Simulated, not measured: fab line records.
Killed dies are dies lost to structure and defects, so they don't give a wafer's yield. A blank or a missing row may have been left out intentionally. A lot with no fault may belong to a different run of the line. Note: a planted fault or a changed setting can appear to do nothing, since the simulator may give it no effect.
fab line records -- flow sky130
record: lots: 6, wafers: 18, last_day: 50
route steps=708 shown VIA3@582 METAL4@598 PAD_OPEN@708
lots untouched by any fault: they come from a run of this same line in which no faults occurred
start_h: hours from the record's opening day to when the first of the lot's shown wafers began -- wait_h: time in hours since the lot's previous step -- " unchanged from the row above -- L1.1+2: one row covering several wafers at once -- - either no value or no given start -- * or withheld: withheld -- < > ~ a bound
route shown NAME@n: names a module that has steps shown in the file, with the first one's number in the route -- usual: average and standard deviation across the fault-free wafers -- same: alike in all rows -- chamber/n: place in a boat -- sites: readings site by site -- _std_site: how widely they spread, as a standard deviation -- _edge_site: the outer-site mean with the inner-site mean subtracted -- radius_mm: how far each site lies from the wafer's centre -- mask NAME#n: copy n -- behind: the tool/chamber that last shaped the wafer -- hold: the reason the lot was held/the length of the hold in hours/how it ended -- device: transistor that didn't switch, given as n, p or np -- end of line: tests run on the same wafers once the route is complete -- step lacking rows: just its recipe -- killed: dies that structure and defects cost at the first sort, which is not the same as the wafer's yield -- map: the dies of a wafer, with x for killed, . for not killed, _ for no die there
set.NAME: the setting as run; set.NAME@STEP: as run at that earlier step -- model.NAME: the simulator's own value behind a step, which no gauge read
a table for each step, a row for each wafer; lots at some steps of the route
services: the hour from which a tool's chamber was out of use, counted from the record's first day as start_h (under 0 if before that day), plus the number of hours and why
== steps ==
step: SKY_VIA3_EXPOSE_09
recipe: mask_id: VIM3, na: 0.8, source_shape: annular, sigma_inner: 0.55, sigma_outer: 0.85, target_cd_nm: 200, dose_mj: 38
step: SKY_VIA3_PEB_10
recipe: peb_temp_c: withheld, peb_time_s: withheld, resist: KrF-thick
step: SKY_VIA3_DEVELOP_11
recipe: develop_time_s: 60, resist: KrF-thick, dev_temp_c: 21
step: SKY_VIA3_CD_MEAS_12
recipe: target_cd_nm: 200
usual: cd_nm: 200.3/1.4
lot.wafer,tool,chamber,start_h,wait_h,cd_nm
L638.1,cd_sem-01,-,988.57,-,202.3
L638.3,cd_sem-01,-,988.57,-,201.8
L638.5,cd_sem-01,-,988.57,-,201.0
L640.1,cd_sem-01,-,999.64,-,200.0
L640.4,cd_sem-01,-,999.64,-,200.4
L640.6,cd_sem-01,-,999.64,-,200.0
L645.2,cd_sem-01,-,1051.29,-,197.8
L645.4,cd_sem-01,-,1051.29,-,198.3
L645.6,cd_sem-01,-,1051.29,-,197.4
L648.1,cd_sem-02,-,1065.22,-,199.5
L648.2,cd_sem-02,-,1065.22,-,199.2
L648.6,cd_sem-02,-,1065.22,-,199.3
L650.1,cd_sem-01,-,1077.07,-,203.2
L650.3,cd_sem-01,-,1077.07,-,203.7
L650.4,cd_sem-01,-,1077.07,-,204.7
L649.3,cd_sem-01,-,1078.08,-,199.2
L649.5,cd_sem-01,-,1078.08,-,198.9
L649.6,cd_sem-01,-,1078.08,-,200.5
step: SKY_VIA3_OVL_MEAS_13
usual: VIA3_OVL: 1/5.8
lot.wafer,tool,chamber,start_h,wait_h,VIA3_OVL[nm]
L638.1,overlay-01,-,988.69,0.1,2
L638.3,overlay-01,-,988.69,0.1,-1
L638.5,overlay-01,-,988.69,0.1,1
L640.1,overlay-01,-,999.76,0.1,4
L640.4,overlay-01,-,999.76,0.1,-1
L640.6,overlay-01,-,999.76,0.1,-7
L645.2,overlay-01,-,1051.40,0.1,-3
L645.4,overlay-01,-,1051.40,0.1,-1
L645.6,overlay-01,-,1051.40,0.1,-1
L648.1,overlay-02,-,1065.34,0.1,3
L648.2,overlay-02,-,1065.34,0.1,1
L648.6,overlay-02,-,1065.34,0.1,1
L650.1,overlay-01,-,1077.19,0.1,15
L650.3,overlay-01,-,1077.19,0.1,10
L650.4,overlay-01,-,1077.19,0.1,12
L649.3,overlay-02,-,1078.18,0.1,-3
L649.5,overlay-02,-,1078.18,0.1,1
L649.6,overlay-02,-,1078.18,0.1,-10
step: SKY_VIA3_ETCH_14
recipe: chemistry: N2/H2, target: BARC, ion_energy_ev: 200, source_w: 500, bias_w: 100, pressure_mtorr: 30, n2_flow_sccm: 100, h2_flow_sccm: 200, stop_on: SiO2, time_s: 45.9, target_depth_a: 600
usual: drypump_motor_current_A: 5.6/0.38, h2_flow_sccm: 200.0/0.59, n2_flow_sccm: 100.0/0.31, oes_product_au: 0.855/0.0045, throttle_valve_pct: 13.226/0.0081
lot.wafer,tool,chamber,start_h,wait_h,drypump_motor_current_A,h2_flow_sccm,n2_flow_sccm,oes_product_au,rf_hours_counter_h,throttle_valve_pct
L638.1,rie_diel-01,3,988.72,0.0,6.0,199.7,100.2,0.844,21,13.220
L638.3,rie_diel-01,0,988.72,0.0,5.2,199.4,100.6,0.855,19,13.219
L638.5,rie_diel-01,3,988.72,0.0,6.0,200.4,100.1,0.860,-,13.236
L640.1,rie_diel-04,0,999.80,0.0,5.5,199.4,99.8,0.849,14,13.233
L640.4,rie_diel-04,2,999.80,0.0,5.6,200.1,99.6,0.860,16,13.230
L640.6,rie_diel-04,2,999.80,0.0,5.5,199.8,99.6,0.859,-,13.232
L645.2,rie_diel-01,1,1051.43,0.0,5.3,200.0,99.6,0.846,22,13.236
L645.4,rie_diel-01,3,1051.43,0.0,6.0,200.4,100.2,0.861,24,13.223
L645.6,rie_diel-01,1,1051.43,0.0,5.2,199.2,100.1,0.861,-,13.224
L648.1,rie_diel-01,3,1065.38,0.0,6.0,199.9,100.3,0.866,24,13.220
L648.2,rie_diel-01,2,1065.38,0.0,5.1,200.2,99.6,0.857,16,13.232
L648.6,rie_diel-01,3,1065.38,0.0,5.9,199.3,100.2,0.854,-,13.214
L650.1,rie_diel-04,1,1077.23,0.0,6.1,199.4,100.0,0.861,27,13.221
L650.3,rie_diel-04,0,1077.23,0.0,5.5,199.7,100.2,0.858,16,13.233
L650.4,rie_diel-04,3,1077.23,0.0,6.2,199.9,99.9,0.855,15,13.213
L649.3,rie_diel-01,3,1078.20,0.0,6.0,200.9,99.9,0.854,25,13.223
L649.5,rie_diel-01,1,1078.20,0.0,5.2,200.9,100.0,0.853,-,13.224
L649.6,rie_diel-01,0,1078.20,0.0,5.2,199.1,100.1,0.855,-,13.215
step: SKY_VIA3_ETCH_15
recipe: target: SiO2, chemistry: C4F8/O2/Ar, target_depth_nm: 507, stop_on: TiN, mask_material: KrF-thick, source_w: 1500, bias_w: 1200, pressure_mtorr: 40, c4f8_flow_sccm: withheld, O2_flow_sccm: 6, Ar_flow_sccm: 300, time_s: 78
usual: oes_product_au: 0.947/0.0046
lot.wafer,tool,chamber,start_h,wait_h,oes_product_au,rf_hours_counter_h
L638.1,rie_diel-01,3,988.77,0.0,0.945,21
L638.3,rie_diel-01,0,988.77,0.0,0.944,19
L638.5,rie_diel-01,3,988.77,0.0,0.945,-
L640.1,rie_diel-04,0,999.84,0.0,0.938,14
L640.4,rie_diel-04,2,999.84,0.0,0.939,16
L640.6,rie_diel-04,2,999.84,0.0,0.943,-
L645.2,rie_diel-01,1,1051.47,0.0,0.948,22
L645.4,rie_diel-01,3,1051.47,0.0,0.945,24
L645.6,rie_diel-01,1,1051.47,0.0,0.945,-
L648.1,rie_diel-01,3,1065.42,0.0,0.949,24
L648.2,rie_diel-01,2,1065.42,0.0,0.948,16
L648.6,rie_diel-01,3,1065.42,0.0,0.955,-
L650.1,rie_diel-04,1,1077.27,0.0,0.943,27
L650.3,rie_diel-04,0,1077.27,0.0,0.952,16
L650.4,rie_diel-04,3,1077.27,0.0,0.946,15
L649.3,rie_diel-01,3,1078.24,0.0,0.951,25
L649.5,rie_diel-01,1,1078.24,0.0,0.940,-
L649.6,rie_diel-01,0,1078.24,0.0,0.941,-
step: SKY_VIA3_STRIP_16
recipe: chemistry: O2/N2, power_w: 1400, pressure_mtorr: 1500, platen_temp_c: withheld, o2_flow_sccm: 3000, n2_flow_sccm: 300, overash_fraction: 0.5
usual: drypump_motor_current_A: 5.8/0.45, n2_flow_sccm: 300.0/0.96, oes_product_au: 0.403/0.0047, strip_time_to_endpoint_s: 4.137/0.027
lot.wafer,tool,chamber,start_h,wait_h,drypump_motor_current_A,n2_flow_sccm,oes_product_au,rf_hours_counter_h,strip_time_to_endpoint_s
L638.1,plasma_asher-02,1,988.83,0.0,5.9,300.1,0.404,86,4.138
L638.3,plasma_asher-02,1,988.83,0.0,6.0,299.3,0.392,-,4.153
L638.5,plasma_asher-02,0,988.83,0.0,5.8,302.0,0.399,-,4.123
L640.1,plasma_asher-02,1,999.90,0.0,5.9,299.3,0.400,87,4.099
L640.4,plasma_asher-02,0,999.90,0.0,5.8,300.8,0.401,-,4.145
L640.6,plasma_asher-02,0,999.90,0.0,5.8,299.1,0.403,-,4.123
L645.2,plasma_asher-02,1,1051.53,0.0,6.0,299.6,0.397,91,4.099
L645.4,plasma_asher-02,1,1051.53,0.0,5.9,301.2,0.407,-,4.140
L645.6,plasma_asher-02,1,1051.53,0.0,6.0,300.7,0.410,-,4.122
L648.1,plasma_asher-04,1,1065.48,0.0,5.3,298.3,0.409,0,4.120
L648.2,plasma_asher-04,0,1065.48,0.0,5.4,301.0,0.396,0,4.178
L648.6,plasma_asher-04,1,1065.48,0.0,5.3,299.3,0.401,-,4.122
L650.1,plasma_asher-04,1,1077.33,0.0,5.3,299.4,0.404,1,4.160
L650.3,plasma_asher-04,1,1077.33,0.0,5.3,300.6,0.404,-,4.169
L650.4,plasma_asher-04,0,1077.33,0.0,5.3,300.1,0.398,-,4.169
L649.3,plasma_asher-02,1,1078.33,0.1,5.9,298.8,0.403,-,4.178
L649.5,plasma_asher-02,0,1078.33,0.1,5.7,300.4,0.395,-,4.143
L649.6,plasma_asher-02,1,1078.33,0.1,6.0,300.6,0.407,-,4.172
step: SKY_VIA3_STRIP_17
recipe: chemistry: post_etch_residue_remover, time_s: 1200, temp_c: 72.5
step: SKY_VIA3_CLEAN_18
recipe: chemistry: IPA, time_s: 180, temp_c: 25
step: SKY_VIA3_CLEAN_19
recipe: chemistry: O3/DIW, dry: n2_spin
step: SKY_VIA3_SPUTTER_20
recipe: material: TiN, target_thk_nm: 20, chamber_pressure_pa: 5, power_w: 4000, time_s: 80
usual: throttle_valve_pct: 30.0/1.1
lot.wafer,tool,chamber,start_h,wait_h,throttle_valve_pct
L638.1,pvd_sputter-02,-,989.42,0.0,28.7
L638.3,pvd_sputter-02,-,989.42,0.0,30.0
L638.5,pvd_sputter-02,-,989.42,0.0,30.2
L640.1,pvd_sputter-02,-,1000.49,0.0,30.5
L640.4,pvd_sputter-02,-,1000.49,0.0,29.7
L640.6,pvd_sputter-02,-,1000.49,0.0,29.9
L645.2,pvd_sputter-03,-,1052.16,0.0,29.3
L645.4,pvd_sputter-03,-,1052.16,0.0,29.3
L645.6,pvd_sputter-03,-,1052.16,0.0,29.3
L648.1,pvd_sputter-02,-,1066.07,0.0,29.6
L648.2,pvd_sputter-02,-,1066.07,0.0,30.4
L648.6,pvd_sputter-02,-,1066.07,0.0,28.8
L650.1,pvd_sputter-03,-,1077.96,0.0,29.2
L650.3,pvd_sputter-03,-,1077.96,0.0,29.3
L650.4,pvd_sputter-03,-,1077.96,0.0,29.1
L649.3,pvd_sputter-02,-,1078.91,0.0,30.5
L649.5,pvd_sputter-02,-,1078.91,0.0,28.6
L649.6,pvd_sputter-02,-,1078.91,0.0,29.4
step: SKY_VIA3_CVD_21
recipe: material: W, target_thk_nm: 390, time_s: 117.31, temp_c: 400, pressure_torr: 40
usual: heater_power_w: 865/62
lot.wafer,tool,chamber,start_h,wait_h,heater_power_w,model.W_of_VIA3_CVD_21.thk_nm
L638.1,cvd_w-01,0,989.48,0.0,951,400.3
L638.3,cvd_w-01,1,989.48,0.0,880,466.6
L638.5,cvd_w-01,0,989.48,0.0,924,394.2
L640.1,cvd_w-01,1,1000.55,0.0,880,463.3
L640.4,cvd_w-01,0,1000.55,0.0,916,392.8
L640.6,cvd_w-01,0,1000.55,0.0,921,393.1
L645.2,cvd_w-02,1,1052.26,0.1,783,389.7
L645.4,cvd_w-02,1,1052.26,0.1,739,391.3
L645.6,cvd_w-02,1,1052.26,0.1,768,390.9
L648.1,cvd_w-01,1,1066.13,0.0,892,385.2
L648.2,cvd_w-01,0,1066.13,0.0,917,396.9
L648.6,cvd_w-01,0,1066.13,0.0,909,394
L650.1,cvd_w-02,0,1078.02,0.0,894,384.6
L650.3,cvd_w-02,0,1078.02,0.0,894,387.7
L650.4,cvd_w-02,0,1078.02,0.0,892,388.6
L649.3,cvd_w-02,0,1079.05,0.1,894,384.9
L649.5,cvd_w-02,0,1079.05,0.1,908,383.2
L649.6,cvd_w-02,0,1079.05,0.1,891,384.6
step: SKY_VIA3_RS_MEAS_22
recipe: thk_meas_gauge: four-point-probe, reads: W_of_VIA3_CVD_21+TiN_of_VIA3_SPUTTER_20
usual: VIA3_W_RS: 0.295/0.0038
lot.wafer,tool,chamber,start_h,wait_h,hold,VIA3_W_RS[ohm/sq]
L638.1,film_metro-01,-,989.60,0.1,await_dispo/0.2h/release,0.287
L638.3,film_metro-01,-,989.60,0.1,await_dispo/0.2h/release,0.245
L638.5,film_metro-01,-,989.60,0.1,await_dispo/0.2h/release,0.291
L638.1,film_metro-01,-,989.89,0.3,-,0.286
L638.3,film_metro-01,-,989.89,0.3,-,0.245
L638.5,film_metro-01,-,989.89,0.3,-,0.291
L640.1,film_metro-03,-,1000.68,0.1,await_dispo/0.2h/release,0.247
L640.4,film_metro-03,-,1000.68,0.1,await_dispo/0.2h/release,0.292
L640.6,film_metro-03,-,1000.68,0.1,await_dispo/0.2h/release,0.291
L640.1,film_metro-03,-,1000.96,0.3,-,0.247
L640.4,film_metro-03,-,1000.96,0.3,-,0.292
L640.6,film_metro-03,-,1000.96,0.3,-,0.291
L645.2,film_metro-01,-,1052.49,0.2,-,0.294
L645.4,film_metro-01,-,1052.49,0.2,-,0.293
L645.6,film_metro-01,-,1052.49,0.2,-,0.293
L648.1,film_metro-04,-,1066.25,0.1,-,0.298
L648.2,film_metro-04,-,1066.25,0.1,-,0.289
L648.6,film_metro-04,-,1066.25,0.1,-,0.291
L650.1,film_metro-04,-,1078.27,0.2,-,0.298
L650.3,film_metro-04,-,1078.27,0.2,-,0.296
L650.4,film_metro-04,-,1078.27,0.2,-,0.295
L649.3,film_metro-01,-,1079.25,0.2,-,0.297
L649.5,film_metro-01,-,1079.25,0.2,-,0.299
L649.6,film_metro-01,-,1079.25,0.2,-,0.298
step: SKY_VIA3_THK_MEAS_23
recipe: thk_meas_gauge: xrf, reads: W_of_VIA3_CVD_21
usual: VIA3_W_THK: 403/8.7
lot.wafer,tool,chamber,start_h,wait_h,hold,VIA3_W_THK[nm]
L638.1,film_metro-01,-,994.20,4.3,await_dispo/0.2h/release,405
L638.3,film_metro-01,-,994.20,4.3,await_dispo/0.2h/release,474
L638.5,film_metro-01,-,994.20,4.3,await_dispo/0.2h/release,401
L638.1,film_metro-01,-,994.43,0.2,-,407
L638.3,film_metro-01,-,994.43,0.2,-,473
L638.5,film_metro-01,-,994.43,0.2,-,400
L640.1,film_metro-03,-,1010.26,9.3,await_dispo/0.2h/release,473
L640.4,film_metro-03,-,1010.26,9.3,await_dispo/0.2h/release,399
L640.6,film_metro-03,-,1010.26,9.3,await_dispo/0.2h/release,401
L640.1,film_metro-03,-,1010.49,0.2,-,479
L640.4,film_metro-03,-,1010.49,0.2,-,399
L640.6,film_metro-03,-,1010.49,0.2,-,404
L645.2,film_metro-01,-,1052.60,0.1,-,400
L645.4,film_metro-01,-,1052.60,0.1,-,401
L645.6,film_metro-01,-,1052.60,0.1,-,401
L648.1,film_metro-04,-,1066.37,0.1,-,409
L648.2,film_metro-04,-,1066.37,0.1,-,419
L648.6,film_metro-04,-,1066.37,0.1,-,416
L650.1,film_metro-04,-,1078.39,0.1,-,405
L650.3,film_metro-04,-,1078.39,0.1,-,410
L650.4,film_metro-04,-,1078.39,0.1,-,411
L649.3,film_metro-01,-,1079.35,0.1,-,394
L649.5,film_metro-01,-,1079.35,0.1,-,390
L649.6,film_metro-01,-,1079.35,0.1,-,391
step: SKY_VIA3_CMP_24
recipe: stop_on: SiO2, t_overpolish_s: 20, down_force_psi: 3.5, platen_rpm: 60, target_thk_nm: 0, pad_velocity_m_s: 0.94248
usual: motor_current_A: 10.9/1, platen_rpm: 60.00/0.039, time_to_endpoint_s: 95/4.5
lot.wafer,tool,chamber,start_h,wait_h,hold,motor_current_A,platen_rpm,time_to_endpoint_s
L638.1,cmp-01,1,996.80,2.4,await_dispo/2.3h/release,9.4,60.01,101
L638.3,cmp-01,2,996.80,2.4,await_dispo/2.3h/release,12.9,60.07,114
L638.5,cmp-01,2,996.80,2.4,await_dispo/2.3h/release,13.3,59.93,99
L640.4,cmp-01,0,1012.77,2.2,await_dispo/2.0h/release,10.6,60.01,97
L640.1,cmp-01,1,1012.77,2.2,await_dispo/2.0h/release,9.7,60.07,110
L640.6,cmp-01,2,1012.77,2.2,await_dispo/2.0h/release,12.5,59.99,93
L645.4,cmp-01,3,1052.65,0.0,-,11.5,59.99,99
L645.2,cmp-01,1,1052.65,0.0,-,9.2,60.00,98
L645.6,cmp-01,0,1052.65,0.0,-,10.6,59.98,97
L648.1,cmp-01,2,1066.43,0.1,-,13.2,59.97,94
L648.2,cmp-01,3,1066.43,0.1,-,10.5,59.97,102
L648.6,cmp-01,2,1066.43,0.1,-,12.8,59.94,97
L650.3,cmp-02,0,1078.45,0.0,-,11.1,60.07,85
L650.1,cmp-02,1,1078.45,0.0,-,9.9,59.93,92
L650.4,cmp-02,3,1078.45,0.0,-,10.8,60.02,91
L649.3,cmp-02,3,1079.49,0.1,-,11.2,60.00,91
L649.6,cmp-02,1,1079.49,0.1,-,10.2,60.04,92
L649.5,cmp-02,2,1079.49,0.1,-,11.3,60.03,89
step: SKY_METAL4_SPUTTER_00
recipe: material: Ti, target_thk_nm: 15, power_w: 3000, time_s: 10, chamber_pressure_pa: 0.4
usual: throttle_valve_pct: 29.9/1
lot.wafer,tool,chamber,start_h,wait_h,throttle_valve_pct
L638.1,pvd_sputter-04,-,997.10,0.2,29.2
L638.3,pvd_sputter-04,-,997.10,0.2,30.3
L638.5,pvd_sputter-04,-,997.10,0.2,30.8
L640.1,pvd_sputter-04,-,1012.97,0.1,30.3
L640.4,pvd_sputter-04,-,1012.97,0.1,30.4
L640.6,pvd_sputter-04,-,1012.97,0.1,29.3
L645.2,pvd_sputter-01,-,1052.95,0.1,30.7
L645.4,pvd_sputter-01,-,1052.95,0.1,31.2
L645.6,pvd_sputter-01,-,1052.95,0.1,30.5
L648.1,pvd_sputter-04,-,1066.73,0.2,30.3
L648.2,pvd_sputter-04,-,1066.73,0.2,28.9
L648.6,pvd_sputter-04,-,1066.73,0.2,30.4
L650.1,pvd_sputter-01,-,1078.75,0.2,28.1
L650.3,pvd_sputter-01,-,1078.75,0.2,30.4
L650.4,pvd_sputter-01,-,1078.75,0.2,31.2
L649.3,pvd_sputter-04,-,1079.69,0.1,29.6
L649.5,pvd_sputter-04,-,1079.69,0.1,30.4
L649.6,pvd_sputter-04,-,1079.69,0.1,31.0
step: SKY_PAD_OPEN_PROBE_99
usual: defect_limited_yield: 82.3/2.1, killed_at_M0_to_M3: 44/7.2, killed_at_M4_up: 3.1/1.7, killed_at_contacts: 24/5.2, killed_at_front_end: 15/4.1, killed_at_other: 0.3/0.61, killed_dies: 87/10, killed_open: 48/7.5, killed_short: 39/6.6, sort_bin_3_pad_short: 0.8/0.39, sort_bin_5_function: 10.4/1.7, sort_bin_6_memory: 6.5/1.1, sort_n_pass: 405/10, sort_yield_pct: 82.3/2.1
same: gross_dies: 492, killed_at_back_side: 0, sort_bin_4_leakage[%]: 0, sort_bin_8_speed[%]: 0
lot.wafer,tool,chamber,start_h,wait_h,defect_limited_yield[%],killed_at_M0_to_M3,killed_at_M4_up,killed_at_contacts,killed_at_front_end,killed_at_other,killed_dies,killed_open,killed_short,sort_bin_3_pad_short[%],sort_bin_5_function[%],sort_bin_6_memory[%],sort_n_pass,sort_yield_pct[%]
L638.1,prober-02,-,1125.56,0.1,79.7,56,5,26,12,1,100,58,41,0.6,11.8,7.9,392,79.7
L638.3,prober-02,-,1125.66,0.2,80.3,53,3,25,14,2,97,57,38,0.4,12.6,6.7,395,80.3
L638.5,prober-02,-,1125.76,0.2,81.7,46,4,19,19,2,90,52,38,0.6,11.8,5.9,402,81.7
L640.1,prober-02,-,1135.20,0.1,84.6,49,2,15,10,0,76,46,30,1.0,7.9,6.5,416,84.6
L640.4,prober-02,-,1135.35,0.2,79.7,59,3,28,10,0,100,49,50,0.4,13.0,6.9,392,79.7
L640.6,prober-02,-,1135.45,0.2,79.5,58,2,26,15,0,101,57,44,1.4,11.6,7.5,391,79.5
L645.2,prober-01,-,1173.02,0.1,82.5,50,6,14,16,0,86,50,35,0.4,12.6,4.5,406,82.5
L645.4,prober-01,-,1173.12,0.2,82.3,50,4,20,12,1,87,45,40,0.8,10.6,6.3,405,82.3
L645.6,prober-01,-,1173.22,0.2,80.7,55,1,26,13,0,95,57,37,0.8,13.8,4.7,397,80.7
L648.1,prober-02,-,1186.64,0.1,79.5,56,3,34,8,0,101,64,37,0.8,11.0,8.7,391,79.5
L648.2,prober-02,-,1186.69,0.1,82.3,40,6,24,17,0,87,54,33,0.4,11.0,6.3,405,82.3
L648.6,prober-02,-,1186.89,0.2,80.9,59,1,21,13,0,94,49,45,0.6,11.2,7.3,398,80.9
killed by level:class
L638.1 VIA1:geometric_particle:open=16 CONTACT:geometric_particle:open=11 VIA2:geometric_particle:open=11 VIA1:geometric_particle:short=7 METAL2:geometric_particle:short=7 LOCAL_INTERCONNECT:geometric_particle:short=6 LI_CONTACT:geometric_particle:open=5 FIELD_ISO:geometric_particle:short=3
L638.3 VIA1:geometric_particle:open=12 VIA2:geometric_particle:open=10 CONTACT:geometric_particle:open=8 LI_CONTACT:geometric_particle:open=7 METAL1:geometric_particle:short=7 FIELD_ISO:geometric_particle:open=6 VIA3:geometric_particle:open=6 LOCAL_INTERCONNECT:geometric_particle:short=5
L638.5 VIA1:geometric_particle:open=16 FIELD_ISO:geometric_particle:open=7 METAL2:geometric_particle:short=6 VIA2:geometric_particle:open=6 FIELD_ISO:geometric_particle:short=5 CONTACT:geometric_particle:open=5 POLY_GATE:geometric_particle:open=4 LI_CONTACT:geometric_particle:short=4
L640.1 VIA1:geometric_particle:open=10 VIA2:geometric_particle:open=10 VIA3:geometric_particle:open=7 CONTACT:geometric_particle:open=6 METAL3:geometric_particle:short=6 VIA3:geometric_particle:short=4 VIA2:geometric_particle:short=3 POLY_GATE:geometric_particle:open=3
L640.4 VIA1:geometric_particle:open=15 VIA3:geometric_particle:short=10 METAL1:geometric_particle:short=9 VIA3:geometric_particle:open=9 LI_CONTACT:geometric_particle:open=8 CONTACT:geometric_particle:open=8 LOCAL_INTERCONNECT:geometric_particle:short=6 VIA2:geometric_particle:open=5
L640.6 VIA1:geometric_particle:open=12 VIA2:geometric_particle:open=10 CONTACT:geometric_particle:open=10 METAL1:geometric_particle:short=9 LI_CONTACT:geometric_particle:open=7 VIA3:geometric_particle:open=6 VIA1:geometric_particle:short=5 POLY_GATE:geometric_particle:open=4
L645.2 VIA1:geometric_particle:open=10 VIA2:geometric_particle:open=7 VIA3:geometric_particle:open=7 CONTACT:geometric_particle:open=7 METAL2:geometric_particle:short=7 VIA1:geometric_particle:short=6 METAL4:geometric_particle:short=5 METAL1:geometric_particle:open=4
L645.4 VIA1:geometric_particle:open=12 METAL1:geometric_particle:short=9 VIA1:geometric_particle:short=7 LI_CONTACT:geometric_particle:open=6 CONTACT:geometric_particle:open=6 VIA3:geometric_particle:open=6 VIA2:geometric_particle:short=5 LOCAL_INTERCONNECT:geometric_particle:short=4
L645.6 VIA1:geometric_particle:open=17 CONTACT:geometric_particle:open=10 METAL2:geometric_particle:short=9 VIA2:geometric_particle:open=9 LI_CONTACT:geometric_particle:open=7 POLY_GATE:geometric_particle:open=4 POLY_GATE:geometric_particle:short=4 LOCAL_INTERCONNECT:geometric_particle:short=4
L648.1 VIA1:geometric_particle:open=18 CONTACT:geometric_particle:open=15 VIA3:geometric_particle:open=8 LI_CONTACT:geometric_particle:open=6 METAL1:geometric_particle:short=6 VIA2:geometric_particle:open=6 LI_CONTACT:geometric_particle:short=5 CONTACT:geometric_particle:short=5
L648.2 VIA1:geometric_particle:open=11 CONTACT:geometric_particle:open=10 VIA2:geometric_particle:open=8 VIA1:geometric_particle:short=6 VIA3:geometric_particle:open=6 FIELD_ISO:geometric_particle:open=4 SPACER:geometric_particle:open=4 LI_CONTACT:geometric_particle:short=4
L648.6 VIA1:geometric_particle:open=15 LI_CONTACT:geometric_particle:open=10 VIA3:geometric_particle:open=9 VIA1:geometric_particle:short=7 METAL1:geometric_particle:short=6 METAL2:geometric_particle:short=6 LOCAL_INTERCONNECT:geometric_particle:short=5 VIA2:geometric_particle:open=5
== services ==
tool,chamber,start_h,hours,kind
cmp-01,-,966.97,1.0,repair
pvd_sputter-02,-,967.56,8.9,repair
cmp-02,-,970.35,5.6,pm
rie_diel-01,-,974.10,2.8,pm
rie_diel-01,2,984.63,15.8,repair
pvd_sputter-04,1,992.07,-,consumable_replace:kit
cmp-01,-,1002.27,7.2,pm
plasma_asher-02,-,1004.06,3.9,repair
cvd_w-02,-,1020.78,0.6,repair
cvd_w-01,-,1024.04,6.9,pm
cmp-01,-,1037.00,1.1,repair
rie_diel-04,1,1037.13,7.0,repair
cmp-02,-,1042.69,8.5,pm
pvd_sputter-01,3,1047.71,-,consumable_replace:kit
pvd_sputter-01,3,1047.71,18.0,scheduled_down
pvd_sputter-01,3,1047.71,18.0,vent_cycle
cvd_w-02,0,1051.56,8.4,repair
plasma_asher-04,-,1055.25,9.0,pm
plasma_asher-04,0,1055.25,9.0,vent_cycle
cvd_w-02,1,1066.61,14.0,repair
cvd_w-02,-,1069.19,2.2,repair
pvd_sputter-03,-,1071.31,1.5,repair
rie_diel-01,1,1078.59,32.7,repair
plasma_asher-04,-,1079.59,3.3,repair
== key ==
first_sign: step: SKY_VIA3_RS_MEAS_22, reading: visit, direction: added
effect: step: SKY_VIA3_RS_MEAS_22, reading: VIA3_W_RS, direction: down, sigmas: 13, usual: 0.295, struck: 0.246
effect: step: SKY_VIA3_THK_MEAS_23, reading: visit, direction: added
effect: step: SKY_VIA3_THK_MEAS_23, reading: VIA3_W_THK, direction: up, sigmas: 8.2, usual: 403, struck: 474
effect: step: SKY_VIA3_CMP_24, reading: time_to_endpoint_s, direction: up, sigmas: 3.8, usual: *, struck: *
model_effect: step: SKY_VIA3_CVD_21, value: W_of_VIA3_CVD_21.thk_nm, without: 390.8, struck: 464.9
met_at SKY_VIA3_CVD_21
struck_wafers L638.3,L640.1
fault: kind: process_parameter_drift, tool: cvd_w-01, chamber: 1, onset_h: 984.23, steps: SKY_VIA3_CVD_21, channel: target_thk_nm, offset: 74.284, shape: step, end_h: 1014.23, acts_in: these_recipes_only, stated: 390
